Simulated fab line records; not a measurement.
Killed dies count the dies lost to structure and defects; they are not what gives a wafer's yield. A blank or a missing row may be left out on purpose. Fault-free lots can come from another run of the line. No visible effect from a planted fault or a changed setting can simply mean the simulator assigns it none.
fab line records    flow sky130
record lots=12  wafers=36  last-day=50
route steps=708 shown VIA4@641 METAL5@662 PAD_OPEN@702
lots untouched by any fault: they come from a run of this same line in which no faults occurred
start-h: start of the lot's first displayed wafer, in hours after the record's first day    wait-h: time in hours since the lot's previous step    " unchanged from the row above    L1.1+2: a single row standing in for several wafers    - either no value or no given start    * or withheld: withheld    < > ~ a bound
route shown NAME@n: names a module that has steps shown in the file, with the first one's number in the route    usual: mean/standard deviation of fault-free wafers    same: alike in all rows    chamber/n: place in a boat    sites: per-site readings    _std_site: how widely they spread, as a standard deviation    _edge_site: mean of outer sites minus mean of inner sites    radius-mm: how far each site lies from the wafer's centre    mask NAME#n: copy n    behind: tool/chamber where the wafer was last shaped    hold: what put the lot on hold/how long, in hours/how the hold closed    device: the transistor (n, p or np) that didn't switch    end of line: the tests these same wafers got at the end of their route    for a step that has no rows: nothing shown but its recipe    killed: count of dies lost to structure and defects at first sort (not the wafer's yield)    map: shows each die of a wafer: x if killed, . if not, _ if none is there
set.NAME: the setting as run; set.NAME@STEP: as run at that earlier step    model.NAME: the simulator's own value behind a step, which no gauge read
a sample of lots followed through the steps of the route, with each step as a table and each wafer as a row
services: when a tool's chamber went out of use (start-h, in hours from the record's first day, below 0 if earlier), for how many hours, and the reason
## steps
# step SKY_VIA4_CMP_02
# recipe material=SiO2  down-force-psi=4  platen-rpm=60  pad-velocity-m-s=0.94248
# usual motor-current-A=12.1/1.2  slurry-filter-dp-kPa=13.50/0.14
lot.wafer  tool    chamber  start-h  wait-h  motor-current-A  slurry-filter-dp-kPa
L950.1     cmp-02  0        986.59   0.3     14.1             13.43
L950.2     "       3        "        "       12.7             13.65
L950.5     "       0        "        "       12.5             13.57
L952.2     cmp-02  1        1008.69  0.1     10.1             13.31
L952.3     "       3        "        "       13.4             13.66
L952.6     "       1        "        "       10.2             13.46
L953.1     cmp-02  0        1009.98  0.2     13.5             13.65
L953.6     "       2        "        "       11.3             13.46
L953.5     "       3        "        "       13.5             13.46
L954.1     cmp-02  3        1017.76  0.1     13.8             13.39
L954.3     "       0        "        "       13.2             13.35
L954.2     "       2        "        "       11.1             13.36
L956.3     cmp-02  2        1035.32  0.2     10.8             13.25
L956.6     "       3        "        "       13.2             13.28
L956.5     "       0        "        "       13.0             13.38
L957.1     cmp-01  1        1049.89  0.2     12.6             13.54
L957.4     "       2        "        "       12.1             13.57
L957.5     "       0        "        "       11.7             13.75
L959.1     cmp-01  2        1070.57  0.1     12.0             13.41
L959.2     "       0        "        "       11.7             13.71
L959.5     "       1        "        "       12.7             13.64
L958.1     cmp-02  1        1071.52  0.1     10.4             13.53
L958.4     "       0        "        "       13.5             13.54
L958.5     "       1        "        "       10.7             13.23
L960.4     cmp-01  2        1074.40  0.0     12.4             13.80
L960.1     "       1        "        "       12.3             13.57
L960.5     "       2        "        "       13.2             13.62
L966.1     cmp-01  0        1100.97  0.1     11.5             13.59
L966.6     "       2        "        "       11.5             13.78
L966.5     "       3        "        "       11.1             13.38
L968.2     cmp-02  0        1104.15  0.1     13.9             13.51
L968.1     "       1        "        "       10.7             13.46
L968.4     "       2        "        "       10.4             13.63
L971.2     cmp-02  1        1122.60  0.0     9.8              13.68
L971.4     "       0        "        "       13.5             13.48
L971.5     "       1        "        "       9.9              13.49
# step SKY_VIA4_OVL_MEAS_11
# usual VIA4_OVL=0.4/1.3
lot.wafer  tool        chamber  start-h  wait-h  VIA4_OVL[nm]
L950.1     overlay-02  -        1010.39  0.1     2.1
L950.2     "           -        "        "       1.9
L950.5     "           -        "        "       2.1
L952.2     overlay-01  -        1033.28  0.1     2.1
L952.3     "           -        "        "       0.8
L952.6     "           -        "        "       0.5
L953.1     overlay-01  -        1033.46  0.1     -3.0
L953.5     "           -        "        "       -1.6
L953.6     "           -        "        "       -0.4
L954.1     overlay-02  -        1041.27  0.1     0.6
L954.2     "           -        "        "       1.3
L954.3     "           -        "        "       0.4
L956.3     overlay-01  -        1056.82  0.1     1.4
L956.5     "           -        "        "       1.6
L956.6     "           -        "        "       1.4
L957.1     overlay-02  -        1071.62  0.1     0.3
L957.4     "           -        "        "       0.4
L957.5     "           -        "        "       -1.2
L959.1     overlay-02  -        1091.67  0.1     -1.3
L959.2     "           -        "        "       -0.8
L959.5     "           -        "        "       -0.9
L958.1     overlay-02  -        1092.16  0.1     0.2
L958.4     "           -        "        "       1.9
L958.5     "           -        "        "       1.5
L960.1     overlay-01  -        1095.94  0.1     -3.2
L960.4     "           -        "        "       -2.0
L960.5     "           -        "        "       -3.2
L966.1     overlay-01  -        1121.02  0.1     -0.8
L966.5     "           -        "        "       -1.0
L966.6     "           -        "        "       0.3
L968.1     overlay-02  -        1123.99  0.1     0.5
L968.2     "           -        "        "       1.3
L968.4     "           -        "        "       0.2
L971.2     overlay-01  -        1141.42  0.1     -1.3
L971.4     "           -        "        "       0.1
L971.5     "           -        "        "       -0.3
# step SKY_METAL5_SPUTTER_01
# recipe material=TiN  target-thk-nm=20  power-w=6500  time-s=16.7  chamber-pressure-pa=0.4
# usual throttle-valve-pct=30.1/0.95
lot.wafer  tool            chamber  start-h  wait-h  throttle-valve-pct
L950.1     pvd-sputter-01  -        1011.86  0.0     29.8
L950.2     "               -        "        "       32.2
L950.5     "               -        "        "       29.6
L952.2     pvd-sputter-01  -        1034.69  0.0     30.0
L952.3     "               -        "        "       32.3
L952.6     "               -        "        "       29.9
L953.1     pvd-sputter-04  -        1034.99  0.0     30.3
L953.5     "               -        "        "       30.3
L953.6     "               -        "        "       30.2
L954.1     pvd-sputter-01  -        1042.69  0.0     30.1
L954.2     "               -        "        "       32.3
L954.3     "               -        "        "       30.0
L956.3     pvd-sputter-01  -        1058.27  0.0     28.4
L956.5     "               -        "        "       28.5
L956.6     "               -        "        "       29.9
L957.1     pvd-sputter-04  -        1073.04  0.0     30.3
L957.4     "               -        "        "       30.1
L957.5     "               -        "        "       28.5
L959.1     pvd-sputter-03  -        1093.09  0.0     31.6
L959.2     "               -        "        "       30.3
L959.5     "               -        "        "       30.1
L958.1     pvd-sputter-01  -        1093.58  0.0     29.9
L958.4     "               -        "        "       28.1
L958.5     "               -        "        "       30.3
L960.1     pvd-sputter-03  -        1097.39  0.0     31.3
L960.4     "               -        "        "       30.3
L960.5     "               -        "        "       29.3
L966.1     pvd-sputter-03  -        1123.52  0.0     31.2
L966.5     "               -        "        "       30.5
L966.6     "               -        "        "       29.4
L968.1     pvd-sputter-01  -        1125.64  0.0     30.1
L968.2     "               -        "        "       32.6
L968.4     "               -        "        "       29.9
L971.2     pvd-sputter-03  -        1142.86  0.0     29.2
L971.4     "               -        "        "       30.6
L971.5     "               -        "        "       31.5
# step SKY_PAD_OPEN_STRIP_08
# recipe chemistry=O2/N2  power-w=1400  pressure-mtorr=1500  platen-temp-c=withheld  overash-fraction=0.7  o2-flow-sccm=3000  n2-flow-sccm=300
# usual drypump-motor-current-A=5.8/0.44  oes-product-au=0.663/0.0044
# same overash-fraction=0.7
lot.wafer  tool             chamber  start-h  wait-h  drypump-motor-current-A  oes-product-au  rf-hours-counter-h
L950.1     plasma-asher-03  0        1080.72  0.1     5.4                      0.660           31
L950.2     "                1        "        "       6.1                      0.662           31
L950.5     "                0        "        "       5.4                      0.667           -
L952.2     plasma-asher-03  1        1099.32  0.1     6.2                      0.663           33
L952.3     "                0        "        "       5.4                      0.660           -
L952.6     "                0        "        "       5.4                      0.667           -
L953.1     plasma-asher-03  0        1100.49  0.1     5.4                      0.671           33
L953.5     "                0        "        "       5.4                      0.665           -
L953.6     "                1        "        "       6.2                      0.658           -
L954.1     plasma-asher-03  0        1106.51  0.1     5.4                      0.663           33
L954.2     "                1        "        "       6.2                      0.664           33
L954.3     "                0        "        "       5.4                      0.666           -
L956.3     plasma-asher-02  0        1121.90  0.1     5.6                      0.658           -
L956.5     "                0        "        "       5.6                      0.667           -
L956.6     "                1        "        "       6.2                      0.666           -
L957.1     plasma-asher-02  1        1133.16  0.1     6.2                      0.669           6
L957.4     "                0        "        "       5.6                      0.661           -
L957.5     "                0        "        "       5.6                      0.657           -
L959.1     plasma-asher-01  1        1152.77  0.1     5.1                      0.666           107
L959.2     "                0        "        "       6.1                      0.662           107
L959.5     "                1        "        "       5.1                      0.656           -
L958.1     plasma-asher-02  0        1152.94  0.1     5.6                      0.664           9
L958.4     "                1        "        "       6.2                      0.656           -
L958.5     "                1        "        "       6.3                      0.667           -
L960.1     plasma-asher-01  0        1157.11  0.1     6.2                      0.662           108
L960.4     "                1        "        "       5.1                      0.670           -
L960.5     "                1        "        "       5.1                      0.666           -
L966.1     plasma-asher-01  0        1179.82  0.1     6.2                      0.665           110
L966.5     "                0        "        "       6.2                      0.660           -
L966.6     "                1        "        "       5.1                      0.668           -
L968.1     plasma-asher-03  1        1182.27  0.1     6.1                      0.666           40
L968.2     "                0        "        "       5.4                      0.668           40
L968.4     "                1        "        "       6.2                      0.663           -
L971.2     plasma-asher-02  1        1195.74  0.1     6.2                      0.661           13
L971.4     "                0        "        "       5.5                      0.666           -
L971.5     "                1        "        "       6.2                      0.662           -
# step SKY_PAD_OPEN_PROBE_99
# usual defect-limited-yield=82.5/1.8  killed_at_M0_to_M3=43/6.5  killed_at_M4_up=3/1.7  killed-at-contacts=25/5.1  killed-at-front-end=15/3.8  killed-at-other=0.2/0.45  killed-dies=86/8.8  killed-open=47/6.7  killed-short=39/6  sort_bin_3_pad_short=0.9/0.46  sort_bin_5_function=10.2/1.4  sort_bin_6_memory=6.4/1  sort-n-pass=406/8.8  sort-yield-pct=82.5/1.8
# same gross-dies=492  killed-at-back-side=0  sort_bin_4_leakage[%]=0  sort_bin_8_speed[%]=0
lot.wafer  tool       chamber  start-h  wait-h  hold                      defect-limited-yield[%]  killed_at_M0_to_M3  killed_at_M4_up  killed-at-contacts  killed-at-front-end  killed-at-other  killed-dies  killed-open  killed-short  sort_bin_3_pad_short[%]  sort_bin_5_function[%]  sort_bin_6_memory[%]  sort-n-pass  sort-yield-pct[%]
L950.1     prober-01  -        1082.93  0.1     -                         84.6                     39                  1                24                  12                   0                76           44           32            0.4                      10.2                    4.9                   416          84.6
L950.2     prober-01  -        1082.98  0.1     -                         81.7                     45                  0                26                  19                   0                90           45           45            0.8                      11.8                    5.7                   402          81.7
L950.5     prober-01  -        1083.13  0.2     -                         83.7                     46                  1                24                  9                    0                80           51           29            0.4                      10.4                    5.5                   412          83.7
L952.2     prober-01  -        1101.58  0.1     -                         82.9                     48                  1                18                  17                   0                84           43           41            0.8                      8.7                     7.5                   408          82.9
L952.3     prober-01  -        1101.63  0.2     -                         82.3                     51                  4                19                  13                   0                87           45           42            0.2                      11.4                    6.1                   405          82.3
L952.6     prober-01  -        1101.78  0.2     -                         80.3                     40                  3                32                  22                   0                97           56           41            0.8                      11.2                    7.7                   395          80.3
L953.1     prober-02  -        1102.87  0.1     -                         85.4                     45                  2                12                  13                   0                72           41           31            0.2                      9.6                     4.9                   420          85.4
L953.5     prober-02  -        1103.07  0.2     -                         81.5                     47                  4                29                  11                   0                91           50           41            1.4                      8.9                     8.1                   401          81.5
L953.6     prober-02  -        1103.12  0.2     -                         82.3                     48                  2                26                  11                   0                87           44           43            0.2                      10.6                    6.9                   405          82.3
L954.1     prober-01  -        1108.72  0.1     -                         82.5                     43                  0                22                  21                   0                86           51           35            1.2                      10.0                    6.3                   406          82.5
L954.2     prober-01  -        1108.77  0.1     -                         80.5                     57                  3                21                  14                   1                96           51           45            1.0                      9.8                     8.7                   396          80.5
L954.3     prober-01  -        1108.82  0.2     -                         81.3                     34                  3                32                  23                   0                92           47           45            1.2                      11.2                    6.3                   400          81.3
L956.3     prober-01  -        1124.35  0.2     -                         81.9                     50                  1                28                  10                   0                89           47           42            1.6                      9.8                     6.7                   403          81.9
L956.5     prober-01  -        1124.45  0.2     -                         82.7                     44                  0                25                  16                   0                85           42           43            1.2                      9.6                     6.5                   407          82.7
L956.6     prober-01  -        1124.50  0.2     -                         83.5                     48                  1                22                  10                   0                81           49           32            0                        9.8                     6.7                   411          83.5
L957.1     prober-02  -        1135.78  0.1     -                         88.8                     30                  1                13                  11                   0                55           35           20            0.6                      5.7                     4.9                   437          88.8
L957.4     prober-02  -        1135.93  0.2     -                         85.0                     40                  3                15                  16                   0                74           41           33            1.0                      9.6                     4.5                   418          85.0
L957.5     prober-02  -        1135.98  0.2     -                         82.3                     49                  2                20                  15                   1                87           39           48            0.6                      11.0                    6.1                   405          82.3
L959.1     prober-01  -        1154.99  0.1     -                         80.3                     48                  3                29                  17                   0                97           62           35            0.6                      13.2                    5.9                   395          80.3
L959.2     prober-01  -        1155.04  0.1     -                         81.3                     34                  6                33                  18                   1                92           52           40            0.8                      11.6                    6.3                   400          81.3
L959.5     prober-01  -        1155.19  0.2     -                         82.5                     46                  3                22                  15                   0                86           41           45            1.8                      8.9                     6.7                   406          82.5
L958.1     prober-02  -        1155.16  0.1     -                         81.1                     40                  3                37                  13                   0                93           53           40            0.8                      11.8                    6.3                   399          81.1
L958.4     prober-02  -        1155.31  0.2     -                         82.9                     42                  1                25                  16                   0                84           54           30            0.2                      10.6                    6.3                   408          82.9
L958.5     prober-02  -        1155.36  0.2     -                         81.3                     45                  5                23                  18                   1                92           48           44            0.8                      10.6                    7.3                   400          81.3
L960.1     prober-01  -        1159.34  0.1     -                         83.9                     39                  3                17                  20                   0                79           42           37            0.6                      8.1                     7.3                   413          83.9
L960.4     prober-01  -        1159.49  0.2     -                         85.4                     33                  2                26                  11                   0                72           43           29            0.4                      7.9                     6.3                   420          85.4
L960.5     prober-01  -        1159.54  0.2     -                         86.4                     33                  2                21                  11                   0                67           36           31            0.6                      7.5                     5.5                   425          86.4
L966.1     prober-02  -        1182.03  0.1     await-dispo/0.7h/release  76.0                     45                  5                23                  13                   32               118          53           33            0.6                      16.9                    6.5                   374          76.0
L966.5     prober-02  -        1182.23  0.2     await-dispo/0.7h/release  78.5                     33                  4                22                  19                   28               106          42           36            1.2                      14.4                    5.9                   386          78.5
L966.6     prober-02  -        1182.28  0.2     await-dispo/0.7h/release  80.9                     47                  6                27                  14                   0                94           61           33            0.2                      12.0                    6.9                   398          80.9
L968.1     prober-01  -        1184.48  0.1     -                         82.7                     32                  3                32                  17                   1                85           55           30            0.4                      8.3                     8.5                   407          82.7
L968.2     prober-01  -        1184.53  0.1     -                         82.3                     42                  2                33                  10                   0                87           45           42            0.8                      11.0                    5.9                   405          82.3
L968.4     prober-01  -        1184.63  0.2     -                         82.3                     39                  3                30                  15                   0                87           53           34            0.6                      11.6                    5.5                   405          82.3
L971.2     prober-02  -        1198.01  0.1     -                         82.1                     45                  2                22                  19                   0                88           35           53            0.4                      12.4                    5.1                   404          82.1
L971.4     prober-02  -        1198.11  0.2     -                         80.5                     59                  2                21                  13                   1                96           50           46            0.8                      10.4                    8.3                   396          80.5
L971.5     prober-02  -        1198.16  0.2     -                         82.5                     38                  2                24                  22                   0                86           50           36            0.8                      11.0                    5.7                   406          82.5
# killed by level:class
L950.1 VIA1:geometric-particle:open=13 CONTACT:geometric-particle:open=7 LI_CONTACT:geometric-particle:open=5 LI_CONTACT:geometric-particle:short=5 LOCAL_INTERCONNECT:geometric-particle:short=5 METAL1:geometric-particle:short=5 VIA3:geometric-particle:open=5 FIELD_ISO:geometric-particle:short=4
L950.2 CONTACT:geometric-particle:open=11 VIA1:geometric-particle:open=9 METAL1:geometric-particle:short=8 POLY_GATE:geometric-particle:short=7 LOCAL_INTERCONNECT:geometric-particle:short=7 VIA1:geometric-particle:short=6 VIA3:geometric-particle:open=6 VIA2:geometric-particle:open=6
L950.5 VIA1:geometric-particle:open=13 VIA3:geometric-particle:open=10 LOCAL_INTERCONNECT:geometric-particle:short=9 CONTACT:geometric-particle:open=8 VIA2:geometric-particle:open=6 LI_CONTACT:geometric-particle:open=6 VIA1:geometric-particle:short=4 METAL3:geometric-particle:short=3
L952.2 VIA1:geometric-particle:open=13 METAL2:geometric-particle:short=10 LI_CONTACT:geometric-particle:open=7 VIA1:geometric-particle:short=6 VIA2:geometric-particle:open=6 POLY_GATE:geometric-particle:open=5 VIA3:geometric-particle:open=5 LOCAL_INTERCONNECT:geometric-particle:short=4
L952.3 VIA1:geometric-particle:open=14 METAL1:geometric-particle:short=9 CONTACT:geometric-particle:open=8 FIELD_ISO:geometric-particle:short=6 VIA2:geometric-particle:open=6 METAL2:geometric-particle:short=6 VIA3:geometric-particle:open=5 LOCAL_INTERCONNECT:geometric-particle:short=4
L952.6 VIA1:geometric-particle:open=12 LI_CONTACT:geometric-particle:open=9 CONTACT:geometric-particle:open=8 FIELD_ISO:geometric-particle:open=6 POLY_GATE:geometric-particle:short=6 LOCAL_INTERCONNECT:geometric-particle:short=6 VIA1:geometric-particle:short=5 POLY_GATE:geometric-particle:open=4
L953.1 VIA2:geometric-particle:open=11 VIA1:geometric-particle:open=9 FIELD_ISO:geometric-particle:open=6 CONTACT:geometric-particle:open=6 METAL1:geometric-particle:short=6 POLY_GATE:geometric-particle:short=5 VIA3:geometric-particle:open=4 CONTACT:geometric-particle:short=4
L953.5 VIA1:geometric-particle:open=14 CONTACT:geometric-particle:open=10 LI_CONTACT:geometric-particle:open=9 METAL2:geometric-particle:short=6 VIA2:geometric-particle:open=4 CONTACT:geometric-particle:short=4 VIA1:geometric-particle:short=4 VIA2:geometric-particle:short=4
L953.6 CONTACT:geometric-particle:open=12 VIA1:geometric-particle:open=11 METAL1:geometric-particle:short=7 VIA3:geometric-particle:short=7 VIA1:geometric-particle:short=6 LI_CONTACT:geometric-particle:open=4 CONTACT:geometric-particle:short=4 METAL3:geometric-particle:short=4
L954.1 VIA1:geometric-particle:open=14 VIA3:geometric-particle:open=8 LI_CONTACT:geometric-particle:open=7 CONTACT:geometric-particle:open=7 VIA1:geometric-particle:short=6 FIELD_ISO:geometric-particle:open=5 LI_CONTACT:geometric-particle:short=4 METAL1:geometric-particle:short=4
L954.2 VIA1:geometric-particle:open=14 METAL1:geometric-particle:short=8 VIA2:geometric-particle:open=7 POLY_GATE:geometric-particle:open=5 LI_CONTACT:geometric-particle:short=5 METAL1:geometric-particle:open=5 VIA1:geometric-particle:short=5 METAL2:geometric-particle:short=5
L954.3 CONTACT:geometric-particle:open=9 VIA1:geometric-particle:open=9 LI_CONTACT:geometric-particle:open=7 CONTACT:geometric-particle:short=7 LOCAL_INTERCONNECT:geometric-particle:short=6 VIA1:geometric-particle:short=5 VIA2:geometric-particle:open=5 FIELD_ISO:geometric-particle:short=4
L956.3 CONTACT:geometric-particle:open=16 VIA1:geometric-particle:open=7 VIA1:geometric-particle:short=6 METAL2:geometric-particle:short=5 METAL1:geometric-particle:short=5 VIA2:geometric-particle:open=5 VIA3:geometric-particle:open=5 POLY_GATE:geometric-particle:short=4
L956.5 CONTACT:geometric-particle:open=12 VIA1:geometric-particle:short=7 VIA2:geometric-particle:open=6 METAL2:geometric-particle:short=6 LI_CONTACT:geometric-particle:open=5 METAL1:geometric-particle:short=5 VIA3:geometric-particle:open=5 VIA3:geometric-particle:short=5
L956.6 CONTACT:geometric-particle:open=13 VIA1:geometric-particle:open=12 VIA3:geometric-particle:open=8 VIA1:geometric-particle:short=6 METAL2:geometric-particle:short=6 FIELD_ISO:geometric-particle:open=5 VIA2:geometric-particle:open=5 METAL1:geometric-particle:short=4
L957.1 VIA3:geometric-particle:open=10 CONTACT:geometric-particle:open=6 LI_CONTACT:geometric-particle:open=5 VIA1:geometric-particle:open=5 FIELD_ISO:geometric-particle:short=4 VIA2:geometric-particle:open=4 POLY_GATE:geometric-particle:short=3 FIELD_ISO:geometric-particle:open=2
L957.4 VIA1:geometric-particle:open=10 VIA2:geometric-particle:open=6 FIELD_ISO:geometric-particle:short=5 CONTACT:geometric-particle:open=5 METAL2:geometric-particle:short=5 POLY_GATE:geometric-particle:open=4 CONTACT:geometric-particle:short=4 VIA1:geometric-particle:short=4
L957.5 VIA1:geometric-particle:open=9 CONTACT:geometric-particle:open=8 METAL1:geometric-particle:short=8 VIA3:geometric-particle:short=6 METAL2:geometric-particle:short=5 METAL3:geometric-particle:short=5 FIELD_ISO:geometric-particle:short=4 LI_CONTACT:geometric-particle:open=4
L959.1 CONTACT:geometric-particle:open=11 LI_CONTACT:geometric-particle:open=8 METAL1:geometric-particle:short=8 VIA1:geometric-particle:open=8 VIA3:geometric-particle:open=8 POLY_GATE:geometric-particle:open=7 VIA1:geometric-particle:short=6 METAL2:geometric-particle:short=5
L959.2 LI_CONTACT:geometric-particle:open=12 POLY_GATE:geometric-particle:open=6 VIA1:geometric-particle:open=6 CONTACT:geometric-particle:short=6 CONTACT:geometric-particle:open=6 METAL4:geometric-particle:short=5 VIA2:geometric-particle:open=5 VIA1:geometric-particle:short=5
L958.1 LI_CONTACT:geometric-particle:open=11 CONTACT:geometric-particle:open=10 VIA1:geometric-particle:open=10 VIA3:geometric-particle:open=8 LI_CONTACT:geometric-particle:short=6 VIA2:geometric-particle:open=6 METAL1:geometric-particle:short=6 LOCAL_INTERCONNECT:geometric-particle:short=5
L959.5 VIA1:geometric-particle:open=11 VIA2:geometric-particle:short=8 FIELD_ISO:geometric-particle:short=7 CONTACT:geometric-particle:open=7 VIA1:geometric-particle:short=6 LI_CONTACT:geometric-particle:open=5 VIA2:geometric-particle:open=5 LOCAL_INTERCONNECT:geometric-particle:short=4
L958.4 VIA1:geometric-particle:open=14 VIA2:geometric-particle:open=8 CONTACT:geometric-particle:open=7 VIA3:geometric-particle:open=6 FIELD_ISO:geometric-particle:open=5 LI_CONTACT:geometric-particle:open=5 POLY_GATE:geometric-particle:short=4 LOCAL_INTERCONNECT:geometric-particle:open=4
L958.5 CONTACT:geometric-particle:open=10 METAL1:geometric-particle:short=8 METAL2:geometric-particle:short=8 VIA3:geometric-particle:open=7 LI_CONTACT:geometric-particle:open=6 VIA1:geometric-particle:open=6 VIA2:geometric-particle:open=5 SPACER:geometric-particle:short=5
L960.1 CONTACT:geometric-particle:open=7 VIA1:geometric-particle:short=6 VIA1:geometric-particle:open=6 METAL2:geometric-particle:short=6 VIA3:geometric-particle:open=6 FIELD_ISO:geometric-particle:open=5 POLY_GATE:geometric-particle:short=5 POLY_GATE:geometric-particle:open=5
L960.4 VIA1:geometric-particle:open=10 LI_CONTACT:geometric-particle:open=8 CONTACT:geometric-particle:open=8 LOCAL_INTERCONNECT:geometric-particle:short=5 VIA3:geometric-particle:open=5 FIELD_ISO:geometric-particle:open=4 LI_CONTACT:geometric-particle:short=4 METAL1:geometric-particle:short=4
L960.5 CONTACT:geometric-particle:open=9 VIA1:geometric-particle:open=8 METAL1:geometric-particle:short=6 POLY_GATE:geometric-particle:open=4 LOCAL_INTERCONNECT:geometric-particle:short=4 CONTACT:geometric-particle:short=4 METAL1:geometric-particle:open=4 VIA2:geometric-particle:open=4
L966.1 PAD_OPEN:unspecified=32 VIA1:geometric-particle:open=13 LI_CONTACT:geometric-particle:open=9 CONTACT:geometric-particle:open=7 VIA3:geometric-particle:open=6 POLY_GATE:geometric-particle:short=5 VIA2:geometric-particle:open=5 LI_CONTACT:geometric-particle:short=4
L966.5 PAD_OPEN:unspecified=28 CONTACT:geometric-particle:open=8 LI_CONTACT:geometric-particle:open=7 METAL1:geometric-particle:short=7 FIELD_ISO:geometric-particle:open=6 POLY_GATE:geometric-particle:open=5 LOCAL_INTERCONNECT:geometric-particle:short=5 VIA3:geometric-particle:open=5
L966.6 CONTACT:geometric-particle:open=15 VIA3:geometric-particle:open=12 VIA1:geometric-particle:open=10 METAL2:geometric-particle:short=7 LI_CONTACT:geometric-particle:open=6 METAL4:geometric-particle:short=6 FIELD_ISO:geometric-particle:open=5 VIA2:geometric-particle:open=5
L968.1 CONTACT:geometric-particle:open=12 LI_CONTACT:geometric-particle:open=11 FIELD_ISO:geometric-particle:open=7 VIA3:geometric-particle:open=7 LOCAL_INTERCONNECT:geometric-particle:short=6 VIA2:geometric-particle:open=5 FIELD_ISO:geometric-particle:short=4 VIA1:geometric-particle:short=4
L968.2 CONTACT:geometric-particle:open=12 VIA1:geometric-particle:open=9 LI_CONTACT:geometric-particle:open=8 METAL2:geometric-particle:short=7 VIA1:geometric-particle:short=6 CONTACT:geometric-particle:short=6 VIA3:geometric-particle:open=5 FIELD_ISO:geometric-particle:open=4
L968.4 VIA1:geometric-particle:open=14 LI_CONTACT:geometric-particle:open=10 CONTACT:geometric-particle:open=8 LI_CONTACT:geometric-particle:short=6 FIELD_ISO:geometric-particle:short=5 VIA3:geometric-particle:open=5 VIA2:geometric-particle:open=5 FIELD_ISO:geometric-particle:open=4
L971.2 FIELD_ISO:geometric-particle:short=9 METAL2:geometric-particle:short=9 VIA1:geometric-particle:open=8 LOCAL_INTERCONNECT:geometric-particle:short=7 METAL1:geometric-particle:short=7 CONTACT:geometric-particle:open=6 CONTACT:geometric-particle:short=5 VIA1:geometric-particle:short=4
L971.4 VIA1:geometric-particle:open=20 VIA2:geometric-particle:open=8 LOCAL_INTERCONNECT:geometric-particle:short=7 VIA1:geometric-particle:short=6 METAL1:geometric-particle:short=5 LI_CONTACT:geometric-particle:open=5 VIA2:geometric-particle:short=5 CONTACT:geometric-particle:open=4
L971.5 CONTACT:geometric-particle:open=12 VIA1:geometric-particle:open=9 LI_CONTACT:geometric-particle:open=8 METAL2:geometric-particle:short=8 FIELD_ISO:geometric-particle:short=6 METAL1:geometric-particle:short=6 POLY_GATE:geometric-particle:open=4 VIA3:geometric-particle:open=4
## services
tool             chamber  start-h  hours  kind
pvd-sputter-04   -        963.24   1.5    repair
cmp-01           -        981.87   5.2    pm
cmp-02           -        1012.63  4.0    repair
cmp-01           -        1015.11  1.5    repair
plasma-asher-03  -        1018.32  4.3    pm
cmp-01           -        1030.60  0.5    repair
cmp-01           -        1046.85  1.7    repair
plasma-asher-02  -        1055.25  9.0    pm
plasma-asher-02  0        1055.25  9.0    vent-cycle
plasma-asher-02  1        1055.25  9.0    vent-cycle
plasma-asher-02  0        1064.25  -      clean
plasma-asher-02  1        1064.25  -      clean
cmp-01           -        1084.04  4.0    pm
cmp-02           -        1084.58  1.6    repair
cmp-01           -        1088.04  -      consumable-replace:conditioner
cmp-01           -        1088.04  -      consumable-replace:pad
plasma-asher-02  -        1108.61  1.0    repair
cmp-02           -        1145.96  6.0    pm
cmp-02           -        1155.15  4.6    repair
cmp-01           -        1158.24  1.2    repair
cmp-02           -        1170.65  4.8    pm
cmp-01           -        1179.63  1.6    repair
cmp-02           -        1179.66  1.9    repair
## key
first-sign step=SKY_PAD_OPEN_PROBE_99  reading=killed-at-other  direction=up  sigmas=30  usual=0.2  struck=30
effect step=SKY_PAD_OPEN_PROBE_99  reading=sort_bin_5_function  direction=up  sigmas=3.9  usual=10.2  struck=15.7
met-at SKY_PAD_OPEN_STRIP_08
struck-lots L966
struck-wafers L966.1,L966.5
not-acting-at SKY_VIA4_CMP_02,SKY_VIA4_OVL_MEAS_11,SKY_METAL5_SPUTTER_01
onset-between 1157.11 1179.82
fault kind=chamber-particle-source  tool=plasma-asher-01  chamber=0  onset-h=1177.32  steps=SKY_PAD_OPEN_STRIP_08  rate-per-visit-cm2=0.45408  end-h=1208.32
